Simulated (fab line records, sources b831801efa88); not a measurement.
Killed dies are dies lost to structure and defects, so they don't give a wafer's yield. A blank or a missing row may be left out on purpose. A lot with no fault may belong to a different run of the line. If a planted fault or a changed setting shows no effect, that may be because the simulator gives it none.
Struck lot and sound lot, side by side / flow gf180mcu / 44 steps out of a route of 602
Sound: these wafers, L662.2, L662.3, L662.5. Struck: wafers L672.3, L672.5. (L672.4 of the same lot was not struck and is left out.) The cause comes at the end.
Per side, at each step with rows, come the tool, then ch with its chambers, and then its first start. Under that, the readings that differ: sound wafers / struck wafers / difference of the means / sigmas: that difference in standard deviations of wafers without a fault.
alike: same words and numbers on both sides, and readings whose means sit less than 2 such deviations apart. not compared: any withheld reading, any reading some wafer has no value for, any bound like >300 that may hide the same value, and any number with overlapping values for which the record gives no deviation.
Wherever a step has rows on one side only, a row that says differs or no value, or a row with sigmas, the two part there. Numbers that don't overlap but have no deviation are shown without sigmas and don't part them. Lack of a reading on every wafer of one side parts them only where that side has two or more wafers.

first, 2 steps without rows for these wafers: GF_CONTACT_CLEAN_20 (cleans in DIW); GF_CONTACT_CLEAN_21 (cleans in dHF, time 20 s).
GF_CONTACT_SPUTTER_22: material Ti, target thk 15 nm, time 80.02 s.
  sound: pvd-sputter-03 at day 17 22:42; struck: pvd-sputter-03 at day 21 20:56
  alike: cathode-dc-power-W, throttle-valve-pct
GF_CONTACT_SPUTTER_23: material TiN, target thk 10 nm, time 40 s.
  sound: pvd-sputter-03 at day 17 22:46; struck: pvd-sputter-03 at day 21 20:59
  alike: cathode-dc-power-W, throttle-valve-pct
then, 1 step without rows for these wafers: GF_CONTACT_CVD_24 (deposits W, target thk 300 nm, time 90.339 s).
GF_CONTACT_RS_MEAS_25: uses a four-point probe to measure.
  sound: film-metro-03 at day 17 22:55; struck: film-metro-03 at day 21 21:10
  alike: CONTACT_W_RS
GF_CONTACT_THK_MEAS_26: measures by xrf.
  sound: film-metro-03 at day 17 23:02; struck: film-metro-03 at day 21 21:16
  alike: CONTACT_W_THK
then, 1 step without rows for these wafers: GF_CONTACT_CMP_27 (polishes, stops on SiO2, t overpolish 13.59 s, target thk 0 nm).
GF_M1_SPUTTER_00: material Ti, target thk 37.5 nm, time 150 s.
  sound: pvd-sputter-02 at day 17 23:29; struck: pvd-sputter-02 at day 21 21:37
  alike: cathode-dc-power-W, throttle-valve-pct
GF_M1_SPUTTER_01: material TiN, target thk 30 nm, time 25 s.
  sound: pvd-sputter-02 at day 17 23:35; struck: pvd-sputter-02 at day 21 21:43
  alike: cathode-dc-power-W, throttle-valve-pct
then, 2 steps without rows for these wafers: GF_M1_SPUTTER_02 (material AlCu, target thk 450 nm, time 23.9 s); GF_M1_SPUTTER_03 (material Ti, target thk 10 nm, time 6.7 s).
GF_M1_SPUTTER_04: material TiN, target thk 50 nm, time 41.7 s.
  sound: pvd-sputter-02 at day 17 23:40; struck: pvd-sputter-02 at day 21 21:47
reading=cathode-dc-power-W (W); sound=6498.6 6500.6 6498.4; struck=7901.3 7904.1; difference=+1403.5; sigmas=+99 or more
reading=model.TiN_of_M1_SPUTTER_04.thk-nm (nm); sound=49.46 49.85 49.65; struck=60.31 59.97; difference=+10.49; sigmas=
  alike: throttle-valve-pct
GF_M1_RS_MEAS_05: uses a four-point probe to measure.
  sound: film-metro-04 at day 17 23:43; struck: film-metro-02 at day 21 21:52
reading=M1_ALCU_RS (ohm/sq); sound=0.0705 0.0703 0.0710; struck=0.0693 0.0691; difference=-0.0014; sigmas=-3
GF_M1_THK_MEAS_06: measures by xrf.
  sound: film-metro-04 at day 17 23:50; struck: film-metro-02 at day 21 21:58
  alike: M1_ALCU_THK
then, 7 steps without rows for these wafers: GF_M1_DEHYDRATE_07 (time 60 s); GF_M1_HMDS_08 (prime time 60 s); GF_M1_COAT_09 (resist thk 1000 nm); GF_M1_SOFTBAKE_10 (time 60 s); GF_M1_EXPOSE_11 (exposes mask Metal1, target cd 230 nm); GF_M1_PEB_12 (peb time 90 s); GF_M1_DEVELOP_13 (develop time 60 s).
GF_M1_CD_MEAS_14: the cd target is 230 nm.
  sound: cd-sem-01 at day 19 00:23; struck: cd-sem-02 at day 22 21:23
  alike: cd-nm
GF_M1_OVL_MEAS_15:
  sound: overlay-01 at day 19 00:29; struck: overlay-02 at day 22 21:29
reading=M1_OVL (nm); sound=-12 -11 -18; struck=3 3; difference=+17; sigmas=+3
then, 5 steps without rows for these wafers: GF_M1_METAL_ETCH_16 (etches the open film in Cl2/BCl3, stops on SiO2, target depth 750.8 nm, time 125.1 s); GF_M1_STRIP_17 (strips in O2/N2); GF_M1_STRIP_18 (strips in post etch residue remover, time 1200 s); GF_M1_CLEAN_19 (cleans in DIW); GF_V1_CVD_00 (deposits SiO2, target thk 600 nm, time 100 s).
GF_V1_THK_MEAS_01:
  sound: film-metro-01 at day 19 01:17; struck: film-metro-02 at day 22 22:25
  alike: V1_CVD_00_THK
GF_V1_CVD_02: deposits SiO2 from TEOS, target thk 850 nm, time 94.851 s.
  sound on pecvd-04 ch 0,1, day 19 01:20; struck on pecvd-04 ch 1, day 22 22:28
  alike: heater-power-w
GF_V1_THK_MEAS_03:
  sound: film-metro-04 at day 19 01:25; struck: film-metro-01 at day 22 22:33
  alike: V1_CVD_02_THK
then, 1 step without rows for these wafers: GF_V1_CMP_04 (polishes SiO2).
GF_V1_BOW_MEAS_05:
  sound: film-metro-02 at day 19 01:47; struck: film-metro-02 at day 22 22:56
reading=V1_BOW (um); sound=80 67 78; struck=105 96; difference=+26; sigmas=+3
then, 8 steps without rows for these wafers: GF_V1_DEHYDRATE_06 (time 60 s); GF_V1_HMDS_07 (prime time 60 s); GF_V1_COAT_08; GF_V1_COAT_09 (resist thk 1000 nm); GF_V1_SOFTBAKE_10 (time 60 s); GF_V1_EXPOSE_11 (exposes mask Via1, target cd 260 nm); GF_V1_PEB_12 (peb time 90 s); GF_V1_DEVELOP_13 (develop time 60 s).
GF_V1_STRIP_19: strips in post etch residue remover, time 1200 s.
  sound on wet-bench-03 ch 1, day 20 02:10; struck on wet-bench-04 ch 1, day 23 22:11
reading=model.TiN_of_M1_SPUTTER_04.thk-nm (nm); sound=48.63 49.01 48.81; struck=59.47 59.13; difference=+10.48; sigmas=
  alike: bath-heat-duty-pct
following that, these wafers have no rows for 1 step: GF_PASSIVATION_PROBE_99.

WHERE THEY PART
First at GF_M1_SPUTTER_04; last, within this record, at GF_V1_BOW_MEAS_05. Later steps at which nothing parts them and some readings are alike: GF_V1_STRIP_19.

WHY: whatever the simulator had introduced
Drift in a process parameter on pvd-sputter-02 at GF_M1_SPUTTER_04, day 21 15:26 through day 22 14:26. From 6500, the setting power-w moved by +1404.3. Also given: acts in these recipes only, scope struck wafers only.
